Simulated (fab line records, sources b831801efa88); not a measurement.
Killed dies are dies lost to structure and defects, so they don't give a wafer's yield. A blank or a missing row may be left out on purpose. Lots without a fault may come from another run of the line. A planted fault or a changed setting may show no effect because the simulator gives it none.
Chamber matching | flow sky130 | SKY_LI_CONTACT_CMP_24 on cmp-01: 4 sister chambers
The step polishes, stops on PSG, t overpolish 20 s, target thk 0 nm. 4 wafers are shown with their chamber, then 12 later ones without.

WAFERS WITH THEIR CHAMBER
wafer  | chamber | motor_current_A (A)
L087.5 | 3       | 10.2
L089.1 | 1       | 11.1
L089.2 | 2       | 13.0
L089.6 | 0       | 9.9

WAFERS WITHOUT THEIR CHAMBER
wafer  | motor_current_A (A)
L091.1 | 10.5
L091.3 | 12.3
L091.4 | 9.6
L092.3 | 9.4
L092.4 | 11.9
L092.5 | 9.7
L095.3 | 10.0
L095.4 | 9.6
L095.5 | 10.2
L097.1 | 10.1
L097.3 | 10.0
L097.5 | 9.6

WHICH CHAMBER EACH WENT THROUGH
wafer  | from the rows above          | in truth
L091.1 | can't be placed: 3 or 0 or 1 | 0
L091.3 | can't be placed: 2 or 1      | 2
L091.4 | can't be placed: 0 or 3      | 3
L092.3 | can't be placed: 0 or 3      | 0
L092.4 | can't be placed: 1 or 2      | 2
L092.5 | can't be placed: 0 or 3      | 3
L095.3 | can't be placed: 0 or 3      | 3
L095.4 | can't be placed: 0 or 3      | 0
L095.5 | can't be placed: 3 or 0      | 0
L097.1 | can't be placed: 3 or 0      | 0
L097.3 | can't be placed: 0 or 3      | 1
L097.5 | can't be placed: 0 or 3      | 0
Placed correctly: 0 of 12. Can't be placed from these rows: 12 (the true chamber is among the candidates in 11). Placed wrongly: 0.
How it was worked out, from the rows above alone: a wafer's distance from a chamber is the root of the sum, over the readings, of the square of ((its reading less the chamber's mean) divided by the reading's scatter). The wafer belongs to the nearest chamber; if the next one is less than 2 further off, it can't be placed. A chamber's mean is the mean of its shown wafers. The scatter: with one shown wafer a chamber, the root of the mean of the squares of how far each hidden wafer lies from its nearest shown one.
